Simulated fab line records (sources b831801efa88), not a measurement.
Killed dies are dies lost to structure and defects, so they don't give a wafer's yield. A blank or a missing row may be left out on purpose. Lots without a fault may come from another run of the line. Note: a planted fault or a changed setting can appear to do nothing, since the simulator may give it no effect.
Which tool did it? / flow sky130 / 24 lots, 72 wafers sampled, at 5 steps of a route of 708

## WHAT EACH GAUGE READ, for each wafer
SKY_VIA2_BOW_MEAS_03. Usual: VIA2_BOW typically reads 86 um, with standard deviation 7.2.
lot=L074; measured=day 36 16:07; on=film_metro-03; VIA2_BOW (um)=89 92 91; flag=
lot=L075; measured=day 36 18:58; on=film_metro-03; VIA2_BOW (um)=80 84 86; flag=
lot=L077; measured=day 37 06:32; on=film_metro-04; VIA2_BOW (um)=93 87 84; flag=
lot=L076; measured=day 37 11:24; on=film_metro-04; VIA2_BOW (um)=65 84 78; flag=
lot=L078; measured=day 37 14:58; on=film_metro-04; VIA2_BOW (um)=92 81 81; flag=
lot=L079; measured=day 38 00:49; on=film_metro-02; VIA2_BOW (um)=88 80 89; flag=
lot=L080; measured=day 38 11:02; on=film_metro-02; VIA2_BOW (um)=83 82 91; flag=
lot=L081; measured=day 38 16:47; on=film_metro-02; VIA2_BOW (um)=81 81 71; flag=
lot=L082; measured=day 38 20:54; on=film_metro-02; VIA2_BOW (um)=77 66 85; flag=
lot=L083; measured=day 39 08:23; on=film_metro-02; VIA2_BOW (um)=81 85 89; flag=
lot=L084; measured=day 39 13:56; on=film_metro-03; VIA2_BOW (um)=84 71 79; flag=
lot=L085; measured=day 39 21:48; on=film_metro-04; VIA2_BOW (um)=93 78 88; flag=
lot=L086; measured=day 40 11:04; on=film_metro-03; VIA2_BOW (um)=89 89 105; flag=
lot=L087; measured=day 40 17:19; on=film_metro-03; VIA2_BOW (um)=99 75 91; flag=
lot=L088; measured=day 41 00:20; on=film_metro-02; VIA2_BOW (um)=95 101 84; flag=
lot=L089; measured=day 41 04:22; on=film_metro-02; VIA2_BOW (um)=84 91 105; flag=
lot=L090; measured=day 41 05:08; on=film_metro-03; VIA2_BOW (um)=85 91 88; flag=
lot=L091; measured=day 41 10:01; on=film_metro-04; VIA2_BOW (um)=99 89 86; flag=
lot=L092; measured=day 41 20:10; on=film_metro-03; VIA2_BOW (um)=91 91 81; flag=
lot=L093; measured=day 42 01:19; on=film_metro-04; VIA2_BOW (um)=87 85 83; flag=
lot=L094; measured=day 42 03:16; on=film_metro-03; VIA2_BOW (um)=79 71 76; flag=
lot=L096; measured=day 42 11:26; on=film_metro-04; VIA2_BOW (um)=93 96 90; flag=
lot=L095; measured=day 42 16:36; on=film_metro-02; VIA2_BOW (um)=92 79 90; flag=
lot=L097; measured=day 42 20:50; on=film_metro-03; VIA2_BOW (um)=82 97 94; flag=

SKY_METAL3_CD_MEAS_13 targets a cd of 300 nm. Usual: cd_nm 299.8 nm, standard deviation 1.5.
lot=L074; measured=day 39 23:54; on=cd_sem-01; cd_nm (nm)=299.7 300.3 299.1; flag=
lot=L075; measured=day 40 02:42; on=cd_sem-01; cd_nm (nm)=299.4 299.6 299.3; flag=
lot=L077; measured=day 40 14:35; on=cd_sem-01; cd_nm (nm)=300.2 299.4 300.0; flag=
lot=L076; measured=day 40 18:47; on=cd_sem-02; cd_nm (nm)=296.9 296.8 296.9; flag=
lot=L078; measured=day 40 22:25; on=cd_sem-01; cd_nm (nm)=299.9 301.2 302.9; flag=
lot=L079; measured=day 41 07:37; on=cd_sem-01; cd_nm (nm)=302.2 301.5 302.3; flag=
lot=L080; measured=day 41 17:35; on=cd_sem-01; cd_nm (nm)=299.4 300.1 299.9; flag=
lot=L081; measured=day 41 21:07; on=cd_sem-01; cd_nm (nm)=301.9 301.2 299.3; flag=
lot=L082; measured=day 42 01:46; on=cd_sem-01; cd_nm (nm)=298.3 298.8 299.6; flag=
lot=L083; measured=day 42 11:31; on=cd_sem-02; cd_nm (nm)=301.1 300.4 301.1; flag=
lot=L084; measured=day 42 16:44; on=cd_sem-02; cd_nm (nm)=300.7 299.4 301.8; flag=
lot=L085; measured=day 43 00:20; on=cd_sem-02; cd_nm (nm)=301.0 300.7 300.9; flag=
lot=L086; measured=day 43 10:29; on=cd_sem-01; cd_nm (nm)=302.8 301.9 300.5; flag=
lot=L087; measured=day 43 15:55; on=cd_sem-02; cd_nm (nm)=297.9 298.2 298.1; flag=
lot=L088; measured=day 43 20:22; on=cd_sem-02; cd_nm (nm)=298.3 298.0 299.0; flag=
lot=L089; measured=day 44 00:01; on=cd_sem-02; cd_nm (nm)=299.6 300.0 299.4; flag=
lot=L090; measured=day 44 01:12; on=cd_sem-01; cd_nm (nm)=299.6 300.1 298.5; flag=
lot=L091; measured=day 44 04:37; on=cd_sem-01; cd_nm (nm)=297.5 298.7 298.5; flag=
lot=L092; measured=day 44 12:50; on=cd_sem-02; cd_nm (nm)=298.4 297.4 298.5; flag=
lot=L093; measured=day 44 19:46; on=cd_sem-02; cd_nm (nm)=299.8 300.9 299.4; flag=
lot=L094; measured=day 44 21:31; on=cd_sem-02; cd_nm (nm)=302.0 301.1 300.2; flag=
lot=L096; measured=day 45 04:13; on=cd_sem-01; cd_nm (nm)=300.0 299.3 300.0; flag=
lot=L095; measured=day 45 09:40; on=cd_sem-01; cd_nm (nm)=300.3 300.8 300.2; flag=
lot=L097; measured=day 45 13:07; on=cd_sem-02; cd_nm (nm)=300.2 302.6 301.9; flag=

## TOOL THAT RAN EACH LOT (tool first, then ch and the chambers of the sampled wafers, then the start)
lot=L074; SKY_SD_P_STRIP_10=plasma_asher-01 ch 0,1, day 26 21:25; SKY_CONTACT_CMP_27=cmp-02 ch 0,1,2, day 33 02:29; SKY_VIA2_STRIP_16=plasma_asher-02 ch 0,1, day 37 18:42
lot=L075; SKY_SD_P_STRIP_10=plasma_asher-01 ch 0,1, day 27 01:07; SKY_CONTACT_CMP_27=cmp-01 ch 1,2,3, day 33 04:38; SKY_VIA2_STRIP_16=plasma_asher-01 ch 0,1, day 37 21:41
lot=L077; SKY_SD_P_STRIP_10=plasma_asher-02 ch 0,1, day 27 12:35; SKY_CONTACT_CMP_27=cmp-01 ch 1,2,3, day 33 17:06; SKY_VIA2_STRIP_16=plasma_asher-01 ch 0,1, day 38 09:02
lot=L076; SKY_SD_P_STRIP_10=plasma_asher-01 ch 0,1, day 27 16:08; SKY_CONTACT_CMP_27=cmp-01 ch 0,1,2, day 33 21:40; SKY_VIA2_STRIP_16=plasma_asher-02 ch 0,1, day 38 13:54
lot=L078; SKY_SD_P_STRIP_10=plasma_asher-01 ch 0,1, day 27 23:32; SKY_CONTACT_CMP_27=cmp-02 ch 0,1,3, day 34 01:10; SKY_VIA2_STRIP_16=plasma_asher-02 ch 0,1, day 38 17:45
lot=L079; SKY_SD_P_STRIP_10=plasma_asher-02 ch 0,1, day 28 10:58; SKY_CONTACT_CMP_27=cmp-01 ch 0,1, day 34 11:10; SKY_VIA2_STRIP_16=plasma_asher-01 ch 0,1, day 39 03:15
lot=L080; SKY_SD_P_STRIP_10=plasma_asher-02 ch 0,1, day 28 18:40; SKY_CONTACT_CMP_27=cmp-02 ch 0,3, day 34 21:43; SKY_VIA2_STRIP_16=plasma_asher-02 ch 0,1, day 39 12:56
lot=L081; SKY_SD_P_STRIP_10=plasma_asher-04 ch 0,1, day 28 23:35; SKY_CONTACT_CMP_27=cmp-01 ch 1,2, day 35 02:57; SKY_VIA2_STRIP_16=plasma_asher-02 ch 0, day 39 18:27
lot=L082; SKY_SD_P_STRIP_10=plasma_asher-01 ch 0,1, day 29 04:44; SKY_CONTACT_CMP_27=cmp-01 ch 1,2, day 35 07:15; SKY_VIA2_STRIP_16=plasma_asher-03 ch 0,1, day 39 22:54
lot=L083; SKY_SD_P_STRIP_10=plasma_asher-04 ch 0,1, day 29 17:35; SKY_CONTACT_CMP_27=cmp-02 ch 1,2,3, day 35 18:10; SKY_VIA2_STRIP_16=plasma_asher-03 ch 0,1, day 40 10:12
lot=L084; SKY_SD_P_STRIP_10=plasma_asher-02 ch 0,1, day 30 03:58; SKY_CONTACT_CMP_27=cmp-01 ch 0,1,3, day 36 02:35; SKY_VIA2_STRIP_16=plasma_asher-03 ch 0,1, day 40 15:37
lot=L085; SKY_SD_P_STRIP_10=plasma_asher-01 ch 0,1, day 30 12:05; SKY_CONTACT_CMP_27=cmp-02 ch 1,2,3, day 36 10:46; SKY_VIA2_STRIP_16=plasma_asher-03 ch 0,1, day 40 23:24
lot=L086; SKY_SD_P_STRIP_10=plasma_asher-01 ch 0,1, day 31 01:49; SKY_CONTACT_CMP_27=cmp-02 ch 2,3, day 36 23:49; SKY_VIA2_STRIP_16=plasma_asher-02 ch 0,1, day 41 12:27
lot=L087; SKY_SD_P_STRIP_10=plasma_asher-04 ch 0,1, day 31 04:59; SKY_CONTACT_CMP_27=cmp-01 ch 0,3, day 37 05:29; SKY_VIA2_STRIP_16=plasma_asher-02 ch 0,1, day 41 18:30
lot=L088; SKY_SD_P_STRIP_10=plasma_asher-02 ch 0,1, day 31 15:05; SKY_CONTACT_CMP_27=cmp-02 ch 0,1,2, day 37 13:13; SKY_VIA2_STRIP_16=plasma_asher-02 ch 0,1, day 42 00:46
lot=L089; SKY_SD_P_STRIP_10=plasma_asher-01 ch 0,1, day 31 18:07; SKY_CONTACT_CMP_27=cmp-01 ch 2,3, day 37 16:52; SKY_VIA2_STRIP_16=plasma_asher-01 ch 0,1, day 42 04:40
lot=L090; SKY_SD_P_STRIP_10=plasma_asher-02 ch 0,1, day 31 22:10; SKY_CONTACT_CMP_27=cmp-02 ch 0,1,3, day 37 19:01; SKY_VIA2_STRIP_16=plasma_asher-02 ch 0,1, day 42 05:35
lot=L091; SKY_SD_P_STRIP_10=plasma_asher-01 ch 1, day 32 04:28; SKY_CONTACT_CMP_27=cmp-02 ch 0,2, day 38 00:55; SKY_VIA2_STRIP_16=plasma_asher-01 ch 0, day 42 09:31
lot=L092; SKY_SD_P_STRIP_10=plasma_asher-02 ch 0,1, day 32 15:56; SKY_CONTACT_CMP_27=cmp-01 ch 0,2, day 38 12:01; SKY_VIA2_STRIP_16=plasma_asher-02 ch 0,1, day 42 19:27
lot=L093; SKY_SD_P_STRIP_10=plasma_asher-02 ch 0,1, day 32 21:07; SKY_CONTACT_CMP_27=cmp-02 ch 2,3, day 38 16:22; SKY_VIA2_STRIP_16=plasma_asher-03 ch 0,1, day 42 23:37
lot=L094; SKY_SD_P_STRIP_10=plasma_asher-02 ch 0,1, day 32 23:22; SKY_CONTACT_CMP_27=cmp-02 ch 0,2,3, day 38 19:49; SKY_VIA2_STRIP_16=plasma_asher-03 ch 0, day 43 01:16
lot=L096; SKY_SD_P_STRIP_10=plasma_asher-02 ch 0,1, day 33 11:17; SKY_CONTACT_CMP_27=cmp-02 ch 1,2, day 39 06:02; SKY_VIA2_STRIP_16=plasma_asher-02 ch 0,1, day 43 09:04
lot=L095; SKY_SD_P_STRIP_10=plasma_asher-04 ch 0,1, day 33 16:23; SKY_CONTACT_CMP_27=cmp-02 ch 1,2,3, day 39 10:46; SKY_VIA2_STRIP_16=plasma_asher-03 ch 0,1, day 43 13:00
lot=L097; SKY_SD_P_STRIP_10=plasma_asher-02 ch 0,1, day 33 21:01; SKY_CONTACT_CMP_27=cmp-01 ch 0,1,3, day 39 15:33; SKY_VIA2_STRIP_16=plasma_asher-02 ch 0,1, day 43 17:12
- SKY_SD_P_STRIP_10: strips in O2/N2.
- SKY_CONTACT_CMP_27: polishes, stops on SiO2, t overpolish 15 s, target thk 0 nm.
- SKY_VIA2_STRIP_16: strips in O2/N2.

## WHAT THE TOOLS THEMSELVES READ (means of the sampled wafers that have a number; where no wafer has one, the mark that the record gives instead)
SKY_SD_P_STRIP_10. Usual: drypump_motor_current_A 5.7 A, standard deviation 0.42; oes_product_au 0.617 a.u., standard deviation 0.0044; strip_time_to_endpoint_s 17.49 s, standard deviation 0.042.
lot=L074; tool=plasma_asher-01; drypump_motor_current_A (A)=5.4; oes_product_au (a.u.)=0.614; strip_time_to_endpoint_s (s)=17.51; flag=
lot=L075; tool=plasma_asher-01; drypump_motor_current_A (A)=5.3; oes_product_au (a.u.)=0.619; strip_time_to_endpoint_s (s)=17.49; flag=
lot=L077; tool=plasma_asher-02; drypump_motor_current_A (A)=5.6; oes_product_au (a.u.)=0.621; strip_time_to_endpoint_s (s)=17.58; flag=
lot=L076; tool=plasma_asher-01; drypump_motor_current_A (A)=5.3; oes_product_au (a.u.)=0.619; strip_time_to_endpoint_s (s)=17.49; flag=
lot=L078; tool=plasma_asher-01; drypump_motor_current_A (A)=5.4; oes_product_au (a.u.)=0.615; strip_time_to_endpoint_s (s)=17.44; flag=
lot=L079; tool=plasma_asher-02; drypump_motor_current_A (A)=5.8; oes_product_au (a.u.)=0.614; strip_time_to_endpoint_s (s)=17.47; flag=
lot=L080; tool=plasma_asher-02; drypump_motor_current_A (A)=5.6; oes_product_au (a.u.)=0.619; strip_time_to_endpoint_s (s)=17.48; flag=
lot=L081; tool=plasma_asher-04; drypump_motor_current_A (A)=6.4; oes_product_au (a.u.)=0.618; strip_time_to_endpoint_s (s)=17.52; flag=
lot=L082; tool=plasma_asher-01; drypump_motor_current_A (A)=5.4; oes_product_au (a.u.)=0.625; strip_time_to_endpoint_s (s)=17.41; flag=
lot=L083; tool=plasma_asher-04; drypump_motor_current_A (A)=6.4; oes_product_au (a.u.)=0.617; strip_time_to_endpoint_s (s)=17.48; flag=
lot=L084; tool=plasma_asher-02; drypump_motor_current_A (A)=5.6; oes_product_au (a.u.)=0.619; strip_time_to_endpoint_s (s)=17.48; flag=
lot=L085; tool=plasma_asher-01; drypump_motor_current_A (A)=5.4; oes_product_au (a.u.)=0.613; strip_time_to_endpoint_s (s)=17.44; flag=
lot=L086; tool=plasma_asher-01; drypump_motor_current_A (A)=5.3; oes_product_au (a.u.)=0.615; strip_time_to_endpoint_s (s)=17.49; flag=
lot=L087; tool=plasma_asher-04; drypump_motor_current_A (A)=6.4; oes_product_au (a.u.)=0.618; strip_time_to_endpoint_s (s)=17.45; flag=
lot=L088; tool=plasma_asher-02; drypump_motor_current_A (A)=5.8; oes_product_au (a.u.)=0.616; strip_time_to_endpoint_s (s)=17.49; flag=
lot=L089; tool=plasma_asher-01; drypump_motor_current_A (A)=5.4; oes_product_au (a.u.)=0.615; strip_time_to_endpoint_s (s)=17.53; flag=
lot=L090; tool=plasma_asher-02; drypump_motor_current_A (A)=5.6; oes_product_au (a.u.)=0.618; strip_time_to_endpoint_s (s)=17.49; flag=
lot=L091; tool=plasma_asher-01; drypump_motor_current_A (A)=5.6; oes_product_au (a.u.)=0.614; strip_time_to_endpoint_s (s)=17.51; flag=
lot=L092; tool=plasma_asher-02; drypump_motor_current_A (A)=5.6; oes_product_au (a.u.)=0.616; strip_time_to_endpoint_s (s)=17.53; flag=
lot=L093; tool=plasma_asher-02; drypump_motor_current_A (A)=5.6; oes_product_au (a.u.)=0.617; strip_time_to_endpoint_s (s)=17.47; flag=
lot=L094; tool=plasma_asher-02; drypump_motor_current_A (A)=5.6; oes_product_au (a.u.)=0.615; strip_time_to_endpoint_s (s)=17.46; flag=
lot=L096; tool=plasma_asher-02; drypump_motor_current_A (A)=5.6; oes_product_au (a.u.)=0.620; strip_time_to_endpoint_s (s)=17.47; flag=
lot=L095; tool=plasma_asher-04; drypump_motor_current_A (A)=6.4; oes_product_au (a.u.)=0.619; strip_time_to_endpoint_s (s)=17.52; flag=
lot=L097; tool=plasma_asher-02; drypump_motor_current_A (A)=5.6; oes_product_au (a.u.)=0.619; strip_time_to_endpoint_s (s)=17.54; flag=

SKY_CONTACT_CMP_27. Usual: motor_current_A 10.5 A, standard deviation 0.65; overpolish_run_s 15.000 s, standard deviation 0.01; platen_rpm 60.00 rpm, standard deviation 0.039; time_to_endpoint_s 82 s, standard deviation 3.3.
lot=L074; tool=cmp-02; motor_current_A (A)=9.9; overpolish_run_s (s)=14.999; platen_rpm (rpm)=60.00; time_to_endpoint_s (s)=82; flag=
lot=L075; tool=cmp-01; motor_current_A (A)=10.7; overpolish_run_s (s)=14.993; platen_rpm (rpm)=59.98; time_to_endpoint_s (s)=83; flag=
lot=L077; tool=cmp-01; motor_current_A (A)=11.3; overpolish_run_s (s)=15.002; platen_rpm (rpm)=59.98; time_to_endpoint_s (s)=82; flag=
lot=L076; tool=cmp-01; motor_current_A (A)=10.6; overpolish_run_s (s)=14.999; platen_rpm (rpm)=60.00; time_to_endpoint_s (s)=82; flag=
lot=L078; tool=cmp-02; motor_current_A (A)=10.1; overpolish_run_s (s)=15.008; platen_rpm (rpm)=59.99; time_to_endpoint_s (s)=82; flag=
lot=L079; tool=cmp-01; motor_current_A (A)=11.0; overpolish_run_s (s)=14.994; platen_rpm (rpm)=60.04; time_to_endpoint_s (s)=82; flag=
lot=L080; tool=cmp-02; motor_current_A (A)=10.1; overpolish_run_s (s)=15.004; platen_rpm (rpm)=59.99; time_to_endpoint_s (s)=82; flag=
lot=L081; tool=cmp-01; motor_current_A (A)=10.4; overpolish_run_s (s)=14.995; platen_rpm (rpm)=60.01; time_to_endpoint_s (s)=82; flag=
lot=L082; tool=cmp-01; motor_current_A (A)=10.5; overpolish_run_s (s)=14.999; platen_rpm (rpm)=59.97; time_to_endpoint_s (s)=77; flag=
lot=L083; tool=cmp-02; motor_current_A (A)=10.4; overpolish_run_s (s)=14.989; platen_rpm (rpm)=60.00; time_to_endpoint_s (s)=86; flag=
lot=L084; tool=cmp-01; motor_current_A (A)=11.1; overpolish_run_s (s)=14.998; platen_rpm (rpm)=59.99; time_to_endpoint_s (s)=84; flag=
lot=L085; tool=cmp-02; motor_current_A (A)=10.4; overpolish_run_s (s)=15.006; platen_rpm (rpm)=59.98; time_to_endpoint_s (s)=84; flag=
lot=L086; tool=cmp-02; motor_current_A (A)=9.7; overpolish_run_s (s)=14.992; platen_rpm (rpm)=60.03; time_to_endpoint_s (s)=86; flag=
lot=L087; tool=cmp-01; motor_current_A (A)=11.0; overpolish_run_s (s)=15.002; platen_rpm (rpm)=60.07; time_to_endpoint_s (s)=83; flag=
lot=L088; tool=cmp-02; motor_current_A (A)=10.1; overpolish_run_s (s)=15.003; platen_rpm (rpm)=59.99; time_to_endpoint_s (s)=82; flag=
lot=L089; tool=cmp-01; motor_current_A (A)=11.2; overpolish_run_s (s)=14.998; platen_rpm (rpm)=60.01; time_to_endpoint_s (s)=82; flag=
lot=L090; tool=cmp-02; motor_current_A (A)=10.6; overpolish_run_s (s)=14.989; platen_rpm (rpm)=60.00; time_to_endpoint_s (s)=83; flag=
lot=L091; tool=cmp-02; motor_current_A (A)=9.6; overpolish_run_s (s)=14.994; platen_rpm (rpm)=60.01; time_to_endpoint_s (s)=80; flag=
lot=L092; tool=cmp-01; motor_current_A (A)=10.2; overpolish_run_s (s)=15.000; platen_rpm (rpm)=60.01; time_to_endpoint_s (s)=82; flag=
lot=L093; tool=cmp-02; motor_current_A (A)=10.5; overpolish_run_s (s)=14.999; platen_rpm (rpm)=59.99; time_to_endpoint_s (s)=81; flag=
lot=L094; tool=cmp-02; motor_current_A (A)=9.9; overpolish_run_s (s)=14.999; platen_rpm (rpm)=59.95; time_to_endpoint_s (s)=79; flag=
lot=L096; tool=cmp-02; motor_current_A (A)=10.2; overpolish_run_s (s)=14.999; platen_rpm (rpm)=60.02; time_to_endpoint_s (s)=82; flag=
lot=L095; tool=cmp-02; motor_current_A (A)=10.3; overpolish_run_s (s)=15.009; platen_rpm (rpm)=59.99; time_to_endpoint_s (s)=80; flag=
lot=L097; tool=cmp-01; motor_current_A (A)=11.3; overpolish_run_s (s)=15.005; platen_rpm (rpm)=60.03; time_to_endpoint_s (s)=85; flag=

SKY_VIA2_STRIP_16. Usual: drypump_motor_current_A 5.8 A, standard deviation 0.49; oes_product_au 0.399 a.u., standard deviation 0.0038; strip_time_to_endpoint_s 4.047 s, standard deviation 0.025.
lot=L074; tool=plasma_asher-02; drypump_motor_current_A (A)=5.8; oes_product_au (a.u.)=0.398; strip_time_to_endpoint_s (s)=4.065; flag=
lot=L075; tool=plasma_asher-01; drypump_motor_current_A (A)=5.4; oes_product_au (a.u.)=0.398; strip_time_to_endpoint_s (s)=4.049; flag=
lot=L077; tool=plasma_asher-01; drypump_motor_current_A (A)=5.3; oes_product_au (a.u.)=0.399; strip_time_to_endpoint_s (s)=4.062; flag=
lot=L076; tool=plasma_asher-02; drypump_motor_current_A (A)=5.6; oes_product_au (a.u.)=0.394; strip_time_to_endpoint_s (s)=4.024; flag=
lot=L078; tool=plasma_asher-02; drypump_motor_current_A (A)=5.6; oes_product_au (a.u.)=0.398; strip_time_to_endpoint_s (s)=4.078; flag=
lot=L079; tool=plasma_asher-01; drypump_motor_current_A (A)=5.3; oes_product_au (a.u.)=0.397; strip_time_to_endpoint_s (s)=4.049; flag=
lot=L080; tool=plasma_asher-02; drypump_motor_current_A (A)=5.6; oes_product_au (a.u.)=0.400; strip_time_to_endpoint_s (s)=4.061; flag=
lot=L081; tool=plasma_asher-02; drypump_motor_current_A (A)=5.5; oes_product_au (a.u.)=0.400; strip_time_to_endpoint_s (s)=4.065; flag=
lot=L082; tool=plasma_asher-03; drypump_motor_current_A (A)=6.5; oes_product_au (a.u.)=0.399; strip_time_to_endpoint_s (s)=4.007; flag=
lot=L083; tool=plasma_asher-03; drypump_motor_current_A (A)=6.2; oes_product_au (a.u.)=0.398; strip_time_to_endpoint_s (s)=4.044; flag=
lot=L084; tool=plasma_asher-03; drypump_motor_current_A (A)=6.5; oes_product_au (a.u.)=0.405; strip_time_to_endpoint_s (s)=4.054; flag=
lot=L085; tool=plasma_asher-03; drypump_motor_current_A (A)=6.2; oes_product_au (a.u.)=0.399; strip_time_to_endpoint_s (s)=4.057; flag=
lot=L086; tool=plasma_asher-02; drypump_motor_current_A (A)=5.8; oes_product_au (a.u.)=0.402; strip_time_to_endpoint_s (s)=4.057; flag=
lot=L087; tool=plasma_asher-02; drypump_motor_current_A (A)=5.7; oes_product_au (a.u.)=0.400; strip_time_to_endpoint_s (s)=4.032; flag=
lot=L088; tool=plasma_asher-02; drypump_motor_current_A (A)=5.8; oes_product_au (a.u.)=0.401; strip_time_to_endpoint_s (s)=4.034; flag=
lot=L089; tool=plasma_asher-01; drypump_motor_current_A (A)=5.4; oes_product_au (a.u.)=0.398; strip_time_to_endpoint_s (s)=4.050; flag=
lot=L090; tool=plasma_asher-02; drypump_motor_current_A (A)=5.8; oes_product_au (a.u.)=0.400; strip_time_to_endpoint_s (s)=4.026; flag=
lot=L091; tool=plasma_asher-01; drypump_motor_current_A (A)=5.1; oes_product_au (a.u.)=0.401; strip_time_to_endpoint_s (s)=4.060; flag=
lot=L092; tool=plasma_asher-02; drypump_motor_current_A (A)=5.8; oes_product_au (a.u.)=0.403; strip_time_to_endpoint_s (s)=4.032; flag=
lot=L093; tool=plasma_asher-03; drypump_motor_current_A (A)=6.5; oes_product_au (a.u.)=0.398; strip_time_to_endpoint_s (s)=4.057; flag=
lot=L094; tool=plasma_asher-03; drypump_motor_current_A (A)=5.9; oes_product_au (a.u.)=0.396; strip_time_to_endpoint_s (s)=4.041; flag=
lot=L096; tool=plasma_asher-02; drypump_motor_current_A (A)=5.8; oes_product_au (a.u.)=0.401; strip_time_to_endpoint_s (s)=4.026; flag=
lot=L095; tool=plasma_asher-03; drypump_motor_current_A (A)=6.2; oes_product_au (a.u.)=0.397; strip_time_to_endpoint_s (s)=4.031; flag=
lot=L097; tool=plasma_asher-02; drypump_motor_current_A (A)=5.8; oes_product_au (a.u.)=0.399; strip_time_to_endpoint_s (s)=4.027; flag=

## THE ANSWER, worked out from the rows above alone
Rule: take the mean of a lot's wafers that have a number; if it is more than 3 standard deviations from the usual mean, the lot is off. A lot without any number at a reading at which 4 lots or more have one is off too. Any other lot the step has rows for is counted as sound. Order of review: gauges by route order, followed by the tools' own readings, for which a lot's mean as printed above is used. At the first step where some lot is off, the reading lying furthest off is the one used; lots without a number count as furthest.
None of the lots is off at any reading shown; this tells nothing.

## WHAT THE SIMULATOR PUT IN
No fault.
